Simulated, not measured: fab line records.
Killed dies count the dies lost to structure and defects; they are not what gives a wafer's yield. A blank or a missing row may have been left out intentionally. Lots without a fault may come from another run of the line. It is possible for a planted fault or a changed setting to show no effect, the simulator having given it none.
A lot that was struck, set against a sound lot | flow sfq_line | 20 steps out of a route of 325
Sound: wafers L833.2, L833.3, L833.5. The struck wafers were L851.2, L851.4, L851.6. The cause is named last.
For every step that has rows: the tool of each side, followed by ch and its chambers, followed by its first start. Under that, the readings that differ: sound wafers | struck wafers | difference of the means | sigmas: that difference in standard deviations of wafers without a fault.
alike: words and numbers the same on both sides, and readings whose means are apart by under 2 such deviations; not compared: readings that were withheld, readings missing a value for some wafer, numbers with overlapping values and no deviation given by the record, and bounds like >300 which may hide the same value.
The two part at a step that has a row with sigmas, a row that says differs or no value, or rows on one side only. Numbers that have no deviation but don't overlap get no sigmas and don't part them. A reading that every wafer of one side lacks parts them only if that side has two wafers or more.

first, 2 steps without rows for these wafers: SFQ_TRILAYER_I3_VIA_LITHO_PEB_088 (peb time 60 s); SFQ_TRILAYER_I3_VIA_LITHO_DEVELOP_087 (time 60 s).
SFQ_I3_OVL_MEAS_923:
  sound: overlay-02 at day 50 05:59; struck: overlay-01 at day 57 05:54
  alike: I3_OVL
SFQ_TRILAYER_I3_VIA_BARC_OPEN_VIA_ETCH_121: etches BARC in O2, target depth 125 nm, time 41.7 s.
  sound on rie_diel-04 ch 1,3, day 50 06:01; struck on rie_diel-04 ch 0,1, day 57 05:56
  alike: drypump_motor_current_A, oes_product_au
  not compared: rf_hours_counter_h
SFQ_TRILAYER_I3_VIA_ETCH_VIA_ETCH_088: etches SiO2 in CHF3, stops on Nb, target depth 260 nm.
  sound on rie_diel-04 ch 1,3, day 50 06:03; struck on rie_diel-04 ch 0,1, day 57 05:58
  alike: drypump_motor_current_A, oes_product_au
then, 3 steps without rows for these wafers: SFQ_TRILAYER_I3_VIA_STRIP_STRIP_089 (strips in O2); SFQ_TRILAYER_I3_VIA_STRIP_SOLV_CLEAN_090 (cleans in NMP, time 600 s); SFQ_TRILAYER_M4_DEP_PRE_CLEAN_092 (time 22.5 s).
SFQ_TRILAYER_M4_DEP_SPUTTER_091: material Nb, target thk 200 nm, time 133.3 s.
  sound: pvd_sputter-03 at day 50 07:08; struck: pvd_sputter-03 at day 57 06:53
  alike: throttle_valve_pct
SFQ_M4_RS_MEAS_924: the measuring method here is four-point-probe.
  sound: film_metro-01 at day 50 07:15; struck: film_metro-01 at day 57 07:00
  alike: M4_NB_RS
then, 1 step without rows for these wafers: SFQ_TRILAYER_M4_LITHO_COAT_098 (resist thk 62 nm).
SFQ_TRILAYER_M4_LITHO_COAT_093: resist thk 600 nm.
  sound on litho_track-03 ch 0, day 50 07:46; struck on litho_track-03 ch 0, day 57 07:31
  reading                                             | sound                | struck               | difference | sigmas
  spin_speed_rpm (rpm)                                | 2997.9 3000.6 3000.2 | 2841.2 2845.4 2843.5 | -156.2     | -82
  model.KrF_of_TRILAYER_M4_LITHO_COAT_093.thk_nm (nm) | 601.9 602 604.6      | 615.2 615.4 614      | +12.0      |
then, 4 steps without rows for these wafers: SFQ_TRILAYER_M4_LITHO_SOFTBAKE_097; SFQ_TRILAYER_M4_LITHO_EXPOSE_094 (exposes mask M4, target cd 500 nm); SFQ_TRILAYER_M4_LITHO_PEB_096 (peb time 60 s); SFQ_TRILAYER_M4_LITHO_DEVELOP_095 (time 60 s).
-- the record jumps here: 5 days lie between the struck wafers' starts before and after --
SFQ_M4_OVL_MEAS_926:
  sound: overlay-01 at day 55 09:23; struck: overlay-01 at day 62 02:13
  alike: M4_OVL
SFQ_TRILAYER_M4_BARC_OPEN_METAL_ETCH_123: etches BARC in O2, target depth 125 nm, time 41.7 s.
  sound on rie_metal-03 ch 1, day 55 09:25; struck on rie_metal-03 ch 0,1, day 62 02:15
  alike: drypump_motor_current_A, oes_product_au
  not compared: rf_hours_counter_h
SFQ_TRILAYER_M4_ETCH_METAL_ETCH_096: etches Nb in Cl2/Ar, stops on SiO2, target depth 240 nm, time 120 s.
  sound on rie_metal-03 ch 1, day 55 09:28; struck on rie_metal-03 ch 0,1, day 62 02:19
  reading                                             | sound             | struck            | difference | sigmas
  model.KrF_of_TRILAYER_M4_LITHO_COAT_093.thk_nm (nm) | 383.5 383.1 385.8 | 396.3 395.8 395.8 | +11.8      |
  alike: drypump_motor_current_A, oes_product_au
  not compared: rf_hours_counter_h
SFQ_TRILAYER_M4_STRIP_STRIP_097: strips in O2.
  sound on rie_metal-03 ch 1, day 55 09:35; struck on rie_metal-03 ch 0,1, day 62 02:26
  alike: drypump_motor_current_A, oes_product_au
  not compared: rf_hours_counter_h

## WHERE THEY PART
At SFQ_TRILAYER_M4_LITHO_COAT_093 and nowhere else, as far as this record goes. Later steps at which nothing parts them and some readings are alike: SFQ_M4_OVL_MEAS_926, SFQ_TRILAYER_M4_BARC_OPEN_METAL_ETCH_123, SFQ_TRILAYER_M4_ETCH_METAL_ETCH_096, SFQ_TRILAYER_M4_STRIP_STRIP_097.

WHY: the cause the simulator had injected
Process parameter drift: litho_track-03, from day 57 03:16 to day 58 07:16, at SFQ_TRILAYER_M4_LITHO_COAT_093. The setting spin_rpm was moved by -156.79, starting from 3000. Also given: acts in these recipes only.
